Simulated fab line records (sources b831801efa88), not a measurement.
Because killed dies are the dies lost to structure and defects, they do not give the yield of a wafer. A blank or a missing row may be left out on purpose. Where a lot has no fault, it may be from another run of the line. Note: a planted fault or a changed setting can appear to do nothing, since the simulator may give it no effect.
One fault through the eyes of 2 desks / flow gf180mcu / numbers are kept per desk, each desk with only its own; the story behind them comes last

FOR THE TOOL OWNER'S DESK: plasma asher-02
The tool's own readings at GF_NSD_STRIP_11 (strips in O2/N2): means of the sampled wafers that have a number, for each lot that ran on this tool. A lot is out of limits, marked OUT, if its mean lies more than 4 standard deviations from the usual mean; the brackets give that distance.
Columns: A = chamber pressure mTorr at GF_NSD_STRIP_11, usual 1500.1 mTorr; B = drypump motor current A at GF_NSD_STRIP_11, usual 5.8 A; C = heater power w at GF_NSD_STRIP_11, usual 327 W; D = oes product au at GF_NSD_STRIP_11, usual 0.488 a.u.; E = strip time to endpoint s at GF_NSD_STRIP_11, usual 22.97 s
lot=L956; first seen here=day 14 06:42; A=1499.1; B=6.2; C=301; D=0.487; E=22.98
lot=L959; first seen here=day 15 02:27; A=1499.6; B=6.3; C=288; D=0.487; E=23.04
lot=L961; first seen here=day 15 19:40; A=1498.7; B=6.3; C=288; D=0.488; E=22.98
lot=L967; first seen here=day 18 04:04; A=1499.7; B=6.3; C=298; D=0.486; E=22.98
lot=L969; first seen here=day 18 22:22; A=1501.6; B=6.3; C=309; D=0.489; E=22.98
lot=L973; first seen here=day 20 01:21; A=1499.0; B=6.2; C=294; D=0.486; E=22.92
lot=L976; first seen here=day 21 02:37; A=1499.8; B=6.2; C=299; D=0.488; E=22.94
Finding of this desk: none of the 7 lots has anything out of limits.

METROLOGY DESK
What the gauges read, lot by lot, whatever tool the lot ran on: means of the sampled wafers that have a number. A lot is out of limits, marked OUT, if its mean lies more than 4 standard deviations from the usual mean; the brackets give that distance.
Columns: A = V5_CVD_00_THK at GF_V5_THK_MEAS_01, usual 301 nm; B = cd nm at GF_TOP_METAL_CD_MEAS_14, usual 440.5 nm
lot=L954; first seen here=day 26 14:16; A=302; B=442.5
lot=L956; first seen here=day 27 06:33; A=302; B=437.3
lot=L957; first seen here=day 27 10:17; A=302; B=437.2
lot=L959; first seen here=day 28 03:16; A=300; B=440.6
lot=L958; first seen here=day 28 05:31; A=305; B=445.9
lot=L960; first seen here=day 28 07:35; A=297; B=439.7
lot=L961; first seen here=day 28 19:13; A=294; B=443.0
lot=L963; first seen here=day 29 12:59; A=300; B=440.2
lot=L967; first seen here=day 30 18:08; A=303; B=442.0
lot=L969; first seen here=day 31 05:13; A=298; B=438.0
lot=L973; first seen here=day 32 02:23; A=298; B=441.2
lot=L974; first seen here=day 32 12:07; A=298; B=437.9
lot=L976; first seen here=day 32 19:26; A=298; B=439.2
Finding of this desk: none of the 13 lots has anything out of limits.

ALL TOGETHER
Nothing out of limits was seen by the tool owner's desk.
From the metrology desk's view, nothing was out of limits.

WHAT WAS PUT IN BY THE SIMULATOR
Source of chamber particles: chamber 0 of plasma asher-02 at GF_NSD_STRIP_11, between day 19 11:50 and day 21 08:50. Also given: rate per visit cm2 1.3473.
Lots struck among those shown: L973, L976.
